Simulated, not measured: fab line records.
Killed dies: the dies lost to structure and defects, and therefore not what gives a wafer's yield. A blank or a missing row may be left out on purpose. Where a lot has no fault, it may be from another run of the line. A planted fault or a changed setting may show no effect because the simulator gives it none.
The tool behind it: which one? + flow sfq-line + at 1 step of a route of 325, 15 lots with 45 wafers sampled

WHAT EACH GAUGE READ, for each wafer
SFQ_M4_RS_MEAS_924: a four-point-probe measurement. Usual: M4_NB_RS typically reads 0.890 ohm/sq, with standard deviation 0.0079.
| lot  | measured     | on            | M4_NB_RS (ohm/sq) | flag |
|------|--------------|---------------|-------------------|------|
| L172 | day 52 01:17 | film-metro-04 | 0.894 0.881 0.876 |      |
| L173 | day 52 07:45 | film-metro-02 | 0.887 0.898 0.887 |      |
| L174 | day 52 17:20 | film-metro-01 | 0.889 0.896 0.905 |      |
| L175 | day 53 02:28 | film-metro-02 | 0.876 0.870 0.873 |      |
| L176 | day 53 09:38 | film-metro-02 | 0.889 0.886 0.889 |      |
| L177 | day 54 17:17 | film-metro-04 | 0.892 0.893 0.891 |      |
| L179 | day 55 07:22 | film-metro-04 | 0.886 0.906 0.886 |      |
| L180 | day 56 00:12 | film-metro-04 | 0.884 0.884 0.894 |      |
| L182 | day 56 19:24 | film-metro-04 | 0.908 0.886 0.900 |      |
| L185 | day 57 10:58 | film-metro-02 | 0.894 0.881 0.885 |      |
| L186 | day 57 18:11 | film-metro-04 | 0.898 0.894 0.894 |      |
| L190 | day 58 14:36 | film-metro-04 | 0.876 0.896 0.893 |      |
| L191 | day 58 19:24 | film-metro-04 | 0.901 0.896 0.899 |      |
| L192 | day 58 20:42 | film-metro-04 | 0.901 0.893 0.893 |      |
| L193 | day 58 21:53 | film-metro-02 | 0.884 0.870 0.882 |      |

WHAT TOOL EACH LOT RAN ON (gives the tool, then ch and the chambers of the sampled wafers, and finally the start)
The record shows no process step preceding these readings.

WHAT THE TOOLS THEMSELVES READ (means of the sampled wafers that have a number; where no wafer has one, the mark that the record gives instead)
The record holds no such reading with a usual standard deviation.

THE ANSWER, worked out from the rows above alone
Rule: take the mean of a lot's wafers that have a number; if it is more than 3 standard deviations from the usual mean, the lot is off. A lot without any number at a reading at which 4 lots or more have one is off too. All remaining lots with rows at the step are treated as sound. Order of review: gauges by route order, followed by the tools' own readings, for which a lot's mean as printed above is used. The first step at which some lot is off is used, and at that step the reading that is off furthest; a lot without a number counts as furthest.
No lot is off on any of the readings shown, so nothing can be concluded from this.

WHAT THE SIMULATOR HAD INSERTED
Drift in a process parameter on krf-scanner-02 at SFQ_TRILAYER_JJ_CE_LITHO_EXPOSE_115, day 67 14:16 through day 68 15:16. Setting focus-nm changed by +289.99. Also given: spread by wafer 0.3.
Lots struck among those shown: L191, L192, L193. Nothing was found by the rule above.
